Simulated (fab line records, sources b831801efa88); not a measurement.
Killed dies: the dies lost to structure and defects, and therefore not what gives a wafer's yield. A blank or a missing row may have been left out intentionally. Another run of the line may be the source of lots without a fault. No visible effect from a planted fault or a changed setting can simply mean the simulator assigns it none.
A lot that was struck, set against a sound lot    flow sfq_line    42 steps out of a route of 325
Sound: these wafers, L301.1, L301.3, L301.6. Struck: wafer L313.6. (L313.1, L313.2 of the same lot were not struck and are left out.) The cause comes at the end.
At each step with rows: each side's tool, then ch and its chambers, then its first start. Under that, the readings that differ: sound wafers    struck wafers    difference of the means    sigmas: that difference in standard deviations of wafers without a fault.
alike: words and numbers the same on both sides, and readings whose means are apart by under 2 such deviations; not compared: readings that were withheld, readings missing a value for some wafer, numbers with overlapping values and no deviation given by the record, and bounds like >300 which may hide the same value.
The two part at a step that has a row with sigmas, a row that says differs or no value, or rows on one side only. Non-overlapping numbers with no deviation appear without sigmas and do not part them. Lack of a reading on every wafer of one side parts them only where that side has two or more wafers.

first, 6 steps without rows for these wafers: SFQ_TRILAYER_I6_VIA_LITHO_COAT_174 (resist thk 62 nm); SFQ_TRILAYER_I6_VIA_LITHO_COAT_169 (resist thk 650 nm); SFQ_TRILAYER_I6_VIA_LITHO_SOFTBAKE_173; SFQ_TRILAYER_I6_VIA_LITHO_EXPOSE_170 (exposes mask I6, target cd 700 nm); SFQ_TRILAYER_I6_VIA_LITHO_PEB_172 (peb time 60 s); SFQ_TRILAYER_I6_VIA_LITHO_DEVELOP_171 (time 60 s).
SFQ_I6_OVL_MEAS_942:
  struck on overlay-02, day 74 14:33; sound on overlay-02, day 71 04:57
reading      sound        struck  difference  sigmas
I6_OVL (nm)  -15 -15 -17  1       +17         +3
then, 2 steps without rows for these wafers: SFQ_TRILAYER_I6_VIA_BARC_OPEN_VIA_ETCH_235 (etches BARC in O2, target depth 125 nm, time 41.7 s); SFQ_TRILAYER_I6_VIA_ETCH_VIA_ETCH_172 (etches SiO2 in CHF3, stops on Nb, target depth 260 nm).
SFQ_TRILAYER_I6_VIA_STRIP_STRIP_173: strips in O2.
  sound on rie_metal-04 ch 0,1, day 71 05:08; struck on rie_metal-02 ch 0, day 74 14:44
  alike: drypump_motor_current_A, he_backside_leak_sccm, oes_product_au
  not compared: rf_hours_counter_h
then, 2 steps without rows for these wafers: SFQ_TRILAYER_I6_VIA_STRIP_SOLV_CLEAN_174 (cleans in NMP, time 600 s); SFQ_TRILAYER_M7_DEP_PRE_CLEAN_176 (time 22.5 s).
SFQ_TRILAYER_M7_DEP_SPUTTER_175: material Nb, target thk 200 nm, time 133.3 s.
  struck on pvd_sputter-04, day 74 15:43; sound on pvd_sputter-03, day 71 05:58
reading                                              sound              struck  difference  sigmas
model.Nb_of_TRILAYER_M7_DEP_SPUTTER_175.thk_nm (nm)  200.3 198.6 198.4  233.6   +34.5       
  alike: throttle_valve_pct
SFQ_M7_RS_MEAS_943: the measuring method here is four-point-probe.
  struck on film_metro-03, day 74 15:49; sound on film_metro-03, day 71 06:03
reading            sound              struck  difference  sigmas
M7_NB_RS (ohm/sq)  0.891 0.898 0.899  0.759   -0.137      -11
then, 6 steps without rows for these wafers: SFQ_TRILAYER_M7_LITHO_COAT_182 (resist thk 62 nm); SFQ_TRILAYER_M7_LITHO_COAT_177 (resist thk 600 nm); SFQ_TRILAYER_M7_LITHO_SOFTBAKE_181; SFQ_TRILAYER_M7_LITHO_EXPOSE_178 (exposes mask M7, target cd 500 nm); SFQ_TRILAYER_M7_LITHO_PEB_180 (peb time 60 s); SFQ_TRILAYER_M7_LITHO_DEVELOP_179 (time 60 s).
-- the record jumps here: 4 days lie between the struck wafers' starts before and after --
SFQ_M7_OVL_MEAS_945:
  struck on overlay-01, day 78 04:59; sound on overlay-01, day 74 10:46
  alike: M7_OVL
then, 1 step without rows for these wafers: SFQ_TRILAYER_M7_BARC_OPEN_METAL_ETCH_229 (etches BARC in O2, target depth 125 nm, time 41.7 s).
SFQ_TRILAYER_M7_ETCH_METAL_ETCH_180: etches Nb in Cl2/Ar, stops on SiO2, target depth 240 nm, time 120 s.
  sound on rie_metal-03 ch 0,1, day 74 10:52; struck on rie_metal-01 ch 0, day 78 05:04
reading                sound              struck  difference  sigmas
oes_product_au (a.u.)  0.898 0.886 0.884  0.976   +0.087      +11
  alike: bias_w, drypump_motor_current_A, he_backside_leak_sccm
  not compared: rf_hours_counter_h
then, 2 steps without rows for these wafers: SFQ_TRILAYER_M7_STRIP_STRIP_181 (strips in O2); SFQ_TRILAYER_M7_STRIP_SOLV_CLEAN_182 (cleans in NMP, time 600 s).
SFQ_TRILAYER_I7_DEP_PECVD_183: deposits SiO2 from SiH4/N2O, time 111.11 s, target thk 500 nm.
  sound on pecvd-02 ch 0,2, day 74 11:46; struck on pecvd-02 ch 1, day 78 05:58
  alike: heater_power_w, showerhead_vpp_V, throttle_valve_pct
  not compared: since_wet_clean_h
SFQ_TRILAYER_I7_CMP_CMP_184: polishes SiO2.
  sound on cmp-01 ch 0,1,3, day 74 23:14; struck on cmp-02 ch 0, day 78 08:38
reading                 sound         struck  difference  sigmas
motor_current_A (A)     10.5 8.8 9.5  12.1    +2.5        +3
time_to_endpoint_s (s)  213 219 230   239     +18         +2
SFQ_I7_BOW_MEAS_946:
  struck on film_metro-01, day 78 09:08; sound on film_metro-04, day 75 01:14
  alike: I7_BOW
then, 7 steps without rows for these wafers: SFQ_TRILAYER_I7_METRO_MEASURE_185; SFQ_TRILAYER_I7_VIA_LITHO_COAT_192 (resist thk 62 nm); SFQ_TRILAYER_I7_VIA_LITHO_COAT_187 (resist thk 650 nm); SFQ_TRILAYER_I7_VIA_LITHO_SOFTBAKE_191; SFQ_TRILAYER_I7_VIA_LITHO_EXPOSE_188 (exposes mask I7, target cd 1000 nm); SFQ_TRILAYER_I7_VIA_LITHO_PEB_190 (peb time 60 s); SFQ_TRILAYER_I7_VIA_LITHO_DEVELOP_189 (time 60 s).
SFQ_I7_OVL_MEAS_947:
  struck on overlay-02, day 78 14:04; sound on overlay-02, day 75 13:21
  alike: I7_OVL
SFQ_TRILAYER_I7_VIA_BARC_OPEN_VIA_ETCH_260: etches BARC in O2, target depth 125 nm, time 41.7 s.
  sound on rie_diel-02 ch 0,2,3, day 75 13:23; struck on rie_diel-03 ch 3, day 78 14:06
  alike: bias_w, drypump_motor_current_A, oes_product_au
  not compared: rf_hours_counter_h
then, 1 step without rows for these wafers: SFQ_TRILAYER_I7_VIA_ETCH_VIA_ETCH_190 (etches SiO2 in CHF3, stops on Nb, target depth 260 nm).
SFQ_TRILAYER_I7_VIA_STRIP_STRIP_191: strips in O2.
  sound on rie_metal-01 ch 0, day 75 13:32; struck on rie_metal-02 ch 0, day 78 14:15
reading                sound              struck  difference  sigmas
oes_product_au (a.u.)  0.985 0.982 0.975  1.001   +0.020      +2
  alike: drypump_motor_current_A, he_backside_leak_sccm
  not compared: rf_hours_counter_h
then, 2 steps without rows for these wafers: SFQ_TRILAYER_I7_VIA_STRIP_SOLV_CLEAN_192 (cleans in NMP, time 600 s); SFQ_TRILAYER_M8_LITHO_LOR_COAT_197.
SFQ_M8_BOW_MEAS_951:
  struck on film_metro-04, day 78 21:11; sound on film_metro-03, day 77 11:53
reading                  sound                struck  difference  sigmas
model.etest.m7.ohm_um    1.776 1.786 1.79     1.507   -0.277      
model.etest.i6.link_ohm  1.862 1.868 1.869    1.751   -0.115      
model.etest.i7.link_ohm  1.048 1.056 1.057    0.9204  -0.1333     
model.etest.m7.ohm_sq    0.8876 0.8952 0.896  0.761   -0.132      
  alike: M8_BOW

WHERE THEY PART
At SFQ_I6_OVL_MEAS_942 first; at SFQ_TRILAYER_I7_VIA_STRIP_STRIP_191 last (within this record only). Later steps at which nothing parts them and some readings are alike: SFQ_M8_BOW_MEAS_951.

WHY: what the simulator had put in
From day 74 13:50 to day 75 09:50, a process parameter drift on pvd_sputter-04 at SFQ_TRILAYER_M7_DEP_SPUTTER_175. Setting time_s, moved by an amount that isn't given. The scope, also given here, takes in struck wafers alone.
